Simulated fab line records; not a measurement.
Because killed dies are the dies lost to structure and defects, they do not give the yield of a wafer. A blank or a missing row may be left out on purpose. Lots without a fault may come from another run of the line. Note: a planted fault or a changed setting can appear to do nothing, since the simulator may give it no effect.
Which of the tools did it? :: flow gf180mcu :: 39 wafers from 13 lots sampled at 4 of the route's 602 steps

WHAT THE GAUGES SHOWED, per wafer
GF_VT_IMPLANT_OVL_MEAS_18. Usual: for VT_IMPLANT_01_OVL the level is -0.4 nm and the standard deviation is 1.8.
lot: L267
measured: day 6 10:16
on: overlay-02
VT_IMPLANT_01_OVL (nm): 1.1 0.5 1.4
flag: 

lot: L268
measured: day 6 21:08
on: overlay-02
VT_IMPLANT_01_OVL (nm): 1.5 1.2 1.2
flag: 

lot: L269
measured: day 7 01:43
on: overlay-02
VT_IMPLANT_01_OVL (nm): -1.8 -0.9 -0.3
flag: 

lot: L270
measured: day 7 09:28
on: overlay-01
VT_IMPLANT_01_OVL (nm): -3.1 -4.0 -1.6
flag: 

lot: L275
measured: day 8 19:40
on: overlay-02
VT_IMPLANT_01_OVL (nm): 2.6 2.7 0.1
flag: 

lot: L276
measured: day 8 19:43
on: overlay-01
VT_IMPLANT_01_OVL (nm): -3.7 -3.4 -3.6
flag: 

lot: L277
measured: day 9 06:19
on: overlay-02
VT_IMPLANT_01_OVL (nm): -0.8 -1.6 -0.2
flag: 

lot: L280
measured: day 9 22:26
on: overlay-02
VT_IMPLANT_01_OVL (nm): -0.5 0.4 3.2
flag: 

lot: L281
measured: day 10 11:28
on: overlay-01
VT_IMPLANT_01_OVL (nm): 1.4 0.2 1.6
flag: 

lot: L283
measured: day 10 22:23
on: overlay-02
VT_IMPLANT_01_OVL (nm): 3.2 1.8 1.6
flag: 

lot: L287
measured: day 11 16:11
on: overlay-01
VT_IMPLANT_01_OVL (nm): -1.5 -1.3 -1.5
flag: 

lot: L288
measured: day 11 22:56
on: overlay-01
VT_IMPLANT_01_OVL (nm): -0.2 -1.6 -1.0
flag: 

lot: L289
measured: day 12 06:50
on: overlay-02
VT_IMPLANT_01_OVL (nm): 1.2 2.3 2.1
flag: 

GF_HV_LDD_TW_MEAS_23. Usual: for HV_LDD_2_TW the level is 1052 and the standard deviation is 7.3.
lot: L267
measured: day 11 02:56
on: film metro-04
HV_LDD_2_TW: 1050 1047 1048
flag: 

lot: L268
measured: day 11 13:48
on: film metro-03
HV_LDD_2_TW: 1053 1057 1056
flag: 

lot: L269
measured: day 11 22:02
on: film metro-03
HV_LDD_2_TW: 1054 1055 1058
flag: 

lot: L270
measured: day 12 03:47
on: film metro-03
HV_LDD_2_TW: 1059 1057 1054
flag: 

lot: L275
measured: day 13 22:53
on: film metro-03
HV_LDD_2_TW: 1061 1059 1050
flag: 

lot: L276
measured: day 13 22:35
on: film metro-01
HV_LDD_2_TW: 1051 1054 1056
flag: 

lot: L277
measured: day 14 06:20
on: film metro-01
HV_LDD_2_TW: 1059 1052 1057
flag: 

lot: L280
measured: day 15 03:20
on: film metro-01
HV_LDD_2_TW: 1045 1046 1045
flag: 

lot: L281
measured: day 15 17:38
on: film metro-03
HV_LDD_2_TW: 1064 1059 1061
flag: 

lot: L283
measured: day 16 06:44
on: film metro-03
HV_LDD_2_TW: 1055 1058 1058
flag: 

lot: L287
measured: day 17 05:11
on: film metro-03
HV_LDD_2_TW: 1065 1066 1072
flag: 

lot: L288
measured: day 17 13:47
on: film metro-04
HV_LDD_2_TW: 1037 1039 1037
flag: 

lot: L289
measured: day 18 00:49
on: film metro-03
HV_LDD_2_TW: 1051 1056 1053
flag: 

WHAT TOOL EACH LOT RAN ON (gives the tool, then ch and the chambers of the sampled wafers, and finally the start)
lot: L267
GF_MVPSD_EXPOSE_04: iline stepper-02 ch 0, day 4 21:22
GF_VT_IMPLANT_STRIP_31: plasma asher-01 ch 0, day 7 02:19

lot: L268
GF_MVPSD_EXPOSE_04: iline stepper-01 ch 0, day 5 06:58
GF_VT_IMPLANT_STRIP_31: plasma asher-01 ch 0,1, day 7 13:35

lot: L269
GF_MVPSD_EXPOSE_04: iline stepper-02 ch 0, day 5 11:01
GF_VT_IMPLANT_STRIP_31: plasma asher-02 ch 0,1, day 7 17:36

lot: L270
GF_MVPSD_EXPOSE_04: iline stepper-02 ch 0, day 5 17:38
GF_VT_IMPLANT_STRIP_31: plasma asher-03 ch 0,1, day 8 01:28

lot: L275
GF_MVPSD_EXPOSE_04: iline stepper-02 ch 0, day 7 04:51
GF_VT_IMPLANT_STRIP_31: plasma asher-02 ch 0,1, day 9 13:10

lot: L276
GF_MVPSD_EXPOSE_04: iline stepper-02 ch 0, day 7 04:58
GF_VT_IMPLANT_STRIP_31: plasma asher-01 ch 0,1, day 9 13:15

lot: L277
GF_MVPSD_EXPOSE_04: iline stepper-01 ch 0, day 7 14:49
GF_VT_IMPLANT_STRIP_31: plasma asher-03 ch 0, day 9 23:12

lot: L280
GF_MVPSD_EXPOSE_04: iline stepper-02 ch 0, day 8 05:58
GF_VT_IMPLANT_STRIP_31: plasma asher-01 ch 0,1, day 10 16:34

lot: L281
GF_MVPSD_EXPOSE_04: iline stepper-01 ch 0, day 8 15:55
GF_VT_IMPLANT_STRIP_31: plasma asher-02 ch 0,1, day 11 06:30

lot: L283
GF_MVPSD_EXPOSE_04: iline stepper-01 ch 0, day 9 03:08
GF_VT_IMPLANT_STRIP_31: plasma asher-01 ch 0,1, day 11 16:50

lot: L287
GF_MVPSD_EXPOSE_04: iline stepper-02 ch 0, day 9 19:19
GF_VT_IMPLANT_STRIP_31: plasma asher-03 ch 0,1, day 12 11:23

lot: L288
GF_MVPSD_EXPOSE_04: iline stepper-02 ch 0, day 10 00:40
GF_VT_IMPLANT_STRIP_31: plasma asher-02 ch 0,1, day 12 18:34

lot: L289
GF_MVPSD_EXPOSE_04: iline stepper-02 ch 0, day 10 07:55
GF_VT_IMPLANT_STRIP_31: plasma asher-02 ch 1, day 13 02:09
- GF_MVPSD_EXPOSE_04: exposes mask MVPSD, target cd 1000 nm.
- GF_VT_IMPLANT_STRIP_31: strips in O2/N2.

AS READ BY THE TOOLS THEMSELVES (means over the sampled wafers that have a number; for cases with no such wafer, the mark the record gives instead)
GF_VT_IMPLANT_STRIP_31. Usual: drypump motor current A 5.9 A, standard deviation 0.55; heater power w 324 W, standard deviation 28; oes product au 0.716 a.u., standard deviation 0.0048; strip time to endpoint s 12.63 s, standard deviation 0.031.
lot: L267
tool: plasma asher-01
drypump motor current A (A): 5.6
heater power w (W): 324
oes product au (a.u.): 0.718
strip time to endpoint s (s): 12.65
flag: 

lot: L268
tool: plasma asher-01
drypump motor current A (A): 6.0
heater power w (W): 291
oes product au (a.u.): 0.714
strip time to endpoint s (s): 12.61
flag: 

lot: L269
tool: plasma asher-02
drypump motor current A (A): 6.1
heater power w (W): 341
oes product au (a.u.): 0.721
strip time to endpoint s (s): 12.59
flag: 

lot: L270
tool: plasma asher-03
drypump motor current A (A): 5.4
heater power w (W): 342
oes product au (a.u.): 0.717
strip time to endpoint s (s): 12.65
flag: 

lot: L275
tool: plasma asher-02
drypump motor current A (A): 6.1
heater power w (W): 342
oes product au (a.u.): 0.722
strip time to endpoint s (s): 12.62
flag: 

lot: L276
tool: plasma asher-01
drypump motor current A (A): 5.8
heater power w (W): 307
oes product au (a.u.): 0.719
strip time to endpoint s (s): 12.62
flag: 

lot: L277
tool: plasma asher-03
drypump motor current A (A): 4.8
heater power w (W): 366
oes product au (a.u.): 0.711
strip time to endpoint s (s): 12.59
flag: 

lot: L280
tool: plasma asher-01
drypump motor current A (A): 5.8
heater power w (W): 309
oes product au (a.u.): 0.716
strip time to endpoint s (s): 12.63
flag: 

lot: L281
tool: plasma asher-02
drypump motor current A (A): 6.1
heater power w (W): 338
oes product au (a.u.): 0.713
strip time to endpoint s (s): 12.65
flag: 

lot: L283
tool: plasma asher-01
drypump motor current A (A): 5.8
heater power w (W): 311
oes product au (a.u.): 0.716
strip time to endpoint s (s): 12.63
flag: 

lot: L287
tool: plasma asher-03
drypump motor current A (A): 5.9
heater power w (W): 324
oes product au (a.u.): 0.709
strip time to endpoint s (s): 12.64
flag: 

lot: L288
tool: plasma asher-02
drypump motor current A (A): 6.1
heater power w (W): 342
oes product au (a.u.): 0.719
strip time to endpoint s (s): 12.65
flag: 

lot: L289
tool: plasma asher-02
drypump motor current A (A): 6.0
heater power w (W): 349
oes product au (a.u.): 0.717
strip time to endpoint s (s): 12.64
flag: 

THE ANSWER, worked out from the rows above alone
Rule: a lot counts as off when the mean over its wafers that have a number is more than 3 standard deviations away from the usual mean. Also off: a lot with no number at a reading for which 4 or more lots have one. The other lots that the step has rows for count as sound. First the gauges in route order, then the tools' own readings, where a lot's mean is used as printed above. At the first step where some lot is off, the reading lying furthest off is the one used; lots without a number count as furthest.
None of the lots is off at any reading shown; this tells nothing.

WHAT THE SIMULATOR HAD INSERTED
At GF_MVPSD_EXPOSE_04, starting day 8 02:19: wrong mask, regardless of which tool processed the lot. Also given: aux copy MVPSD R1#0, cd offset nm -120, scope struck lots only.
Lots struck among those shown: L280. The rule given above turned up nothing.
